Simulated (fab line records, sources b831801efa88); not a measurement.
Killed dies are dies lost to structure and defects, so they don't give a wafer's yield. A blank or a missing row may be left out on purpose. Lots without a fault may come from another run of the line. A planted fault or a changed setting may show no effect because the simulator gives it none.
Which tool did it? | flow sky130 | 14 lots, 42 wafers sampled, at 4 steps of a route of 708

WHAT THE GAUGES READ, wafer by wafer
SKY_NWELL_THK_MEAS_02. Usual: NWELL_OXIDATION_THK 9.98 nm, standard deviation 0.2.
lot  | measured    | on            | NWELL_OXIDATION_THK (nm) | flag
L784 | day 2 17:08 | film_metro-03 | 9.98 10.08 9.88          |
L786 | day 3 04:29 | film_metro-02 | 10.06 9.82 9.82          |
L788 | day 3 13:29 | film_metro-02 | 9.71 9.54 9.68           |
L789 | day 3 17:19 | film_metro-02 | 9.55 9.76 9.61           |
L790 | day 4 00:03 | film_metro-02 | 9.93 9.90 9.97           |
L791 | day 4 04:51 | film_metro-03 | 9.91 9.92 9.73           |
L798 | day 5 20:32 | film_metro-03 | 10.21 9.78 10.12         |
L801 | day 6 08:29 | film_metro-03 | 9.99 10.29 10.20         |
L802 | day 6 15:57 | film_metro-04 | 10.05 10.15 10.19        |
L804 | day 7 00:02 | film_metro-02 | 10.01 10.07 10.05        |
L805 | day 7 07:47 | film_metro-02 | 9.98 9.89 9.81           |
L806 | day 7 13:23 | film_metro-03 | 10.05 10.18 10.12        |

SKY_VT_ADJUST_HVTP_OVL_MEAS_08. Usual: VT_ADJUST_HVTP_OVL -0.7 nm, standard deviation 1.4.
lot  | measured     | on         | VT_ADJUST_HVTP_OVL (nm) | flag
L784 | day 6 12:33  | overlay-01 | 2.5 1.3 -0.4            |
L786 | day 6 22:00  | overlay-01 | -1.9 -1.0 -2.2          |
L788 | day 7 08:20  | overlay-02 | -0.4 -1.5 -0.9          |
L789 | day 7 13:19  | overlay-02 | 0.2 -2.2 -0.4           |
L790 | day 7 21:05  | overlay-01 | -3.9 -1.7 -3.3          |
L791 | day 8 04:11  | overlay-02 | -1.0 1.0 -1.6           |
L798 | day 10 04:01 | overlay-02 | -0.2 -1.0 -1.7          |
L801 | day 10 16:54 | overlay-02 | 2.6 2.4 1.3             |
L802 | day 11 01:36 | overlay-02 | -0.4 -1.3 -3.1          |
L804 | day 11 11:28 | overlay-01 | -1.9 -1.9 0.0           |
L805 | day 11 18:24 | overlay-01 | -0.4 0.3 3.1            |
L806 | day 12 03:39 | overlay-02 | -0.1 0.4 0.6            |

WHICH TOOL RAN EACH LOT (tool, then ch and the chambers of the sampled wafers, then the start)
lot  | SKY_FIELD_ISO_PEB_11             | SKY_PWDE_STRIP_09
L784 | litho_track-03 ch 0, day 2 10:00 | plasma_asher-03 ch 0, day 4 00:58
L786 | litho_track-04 ch 0, day 2 20:00 | plasma_asher-04 ch 0,1, day 4 13:40
L788 | litho_track-01 ch 0, day 3 06:00 | plasma_asher-04 ch 0,1, day 4 23:22
L789 | litho_track-04 ch 0, day 3 10:00 | plasma_asher-03 ch 0,1, day 5 04:20
L790 | litho_track-01 ch 0, day 3 16:00 | plasma_asher-02 ch 0,1, day 5 11:52
L791 | litho_track-01 ch 0, day 3 22:00 | plasma_asher-02 ch 0,1, day 5 17:16
L798 | litho_track-04 ch 0, day 5 10:00 | plasma_asher-04 ch 0,1, day 7 11:01
L799 | litho_track-01, day 5 15:00      | -
L800 | litho_track-03, day 5 19:00      | -
L801 | litho_track-04 ch 0, day 6 01:00 | plasma_asher-04 ch 0,1, day 7 22:55
L802 | litho_track-01 ch 0, day 6 08:00 | plasma_asher-02 ch 0,1, day 8 07:19
L804 | litho_track-03 ch 0, day 6 17:00 | plasma_asher-03 ch 0,1, day 8 17:29
L805 | litho_track-03 ch 0, day 6 23:00 | plasma_asher-03 ch 0,1, day 9 00:40
L806 | litho_track-04 ch 0, day 7 04:00 | plasma_asher-04 ch 0,1, day 9 07:03
- SKY_FIELD_ISO_PEB_11
- SKY_PWDE_STRIP_09: strips in O2/N2.

WHAT THE TOOLS THEMSELVES READ (means of the sampled wafers that have a number; where no wafer has one, the mark that the record gives instead)
SKY_FIELD_ISO_PEB_11. Usual: exhaust_pa 45.1 Pa, standard deviation 0.99.
lot  | tool           | exhaust_pa (Pa) | flag
L784 | litho_track-03 | 45.5            |
L786 | litho_track-04 | 45.4            |
L788 | litho_track-01 | 45.2            |
L789 | litho_track-04 | 44.0            |
L790 | litho_track-01 | 44.1            |
L791 | litho_track-01 | 45.9            |
L798 | litho_track-04 | 46.3            |
L799 | litho_track-01 | -               | OFF
L800 | litho_track-03 | -               | OFF
L801 | litho_track-04 | 45.2            |
L802 | litho_track-01 | 44.9            |
L804 | litho_track-03 | 45.9            |
L805 | litho_track-03 | 46.3            |
L806 | litho_track-04 | 45.0            |

SKY_PWDE_STRIP_09. Usual: drypump_motor_current_A 6.0 A, standard deviation 0.47; oes_product_au 0.722 a.u., standard deviation 0.0048; strip_time_to_endpoint_s 36.94 s, standard deviation 0.11.
lot  | tool            | drypump_motor_current_A (A) | oes_product_au (a.u.) | strip_time_to_endpoint_s (s) | flag
L784 | plasma_asher-03 | 5.8                         | 0.723                 | 37.07                        |
L786 | plasma_asher-04 | 6.3                         | 0.719                 | 36.96                        |
L788 | plasma_asher-04 | 6.3                         | 0.722                 | 37.01                        |
L789 | plasma_asher-03 | 5.6                         | 0.725                 | 37.08                        |
L790 | plasma_asher-02 | 6.4                         | 0.723                 | 37.01                        |
L791 | plasma_asher-02 | 5.9                         | 0.718                 | 36.95                        |
L798 | plasma_asher-04 | 6.0                         | 0.718                 | 37.02                        |
L801 | plasma_asher-04 | 6.1                         | 0.722                 | 36.88                        |
L802 | plasma_asher-02 | 6.3                         | 0.723                 | 36.91                        |
L804 | plasma_asher-03 | 5.6                         | 0.723                 | 36.96                        |
L805 | plasma_asher-03 | 5.7                         | 0.722                 | 36.85                        |
L806 | plasma_asher-04 | 6.0                         | 0.721                 | 36.94                        |

THE ANSWER, worked out from the rows above alone
Rule: a lot is off if the mean of its wafers that have a number lies more than 3 standard deviations from the usual mean. A lot without any number at a reading at which 4 lots or more have one is off too. The other lots that the step has rows for count as sound. The gauges are gone through in route order, then the tools' own readings, and for those a lot's mean is taken as printed above. The first step at which some lot is off is used, and at that step the reading that is off furthest; a lot without a number counts as furthest.
Off: L799, L800, at SKY_FIELD_ISO_PEB_11 (exhaust_pa). Without a number there: L799, L800.
A tool fits if, at that step or a process step before it, it ran every lot that is off, and no sound lot after the first of them. None of those tried fits.

WHAT THE SIMULATOR HAD PUT IN
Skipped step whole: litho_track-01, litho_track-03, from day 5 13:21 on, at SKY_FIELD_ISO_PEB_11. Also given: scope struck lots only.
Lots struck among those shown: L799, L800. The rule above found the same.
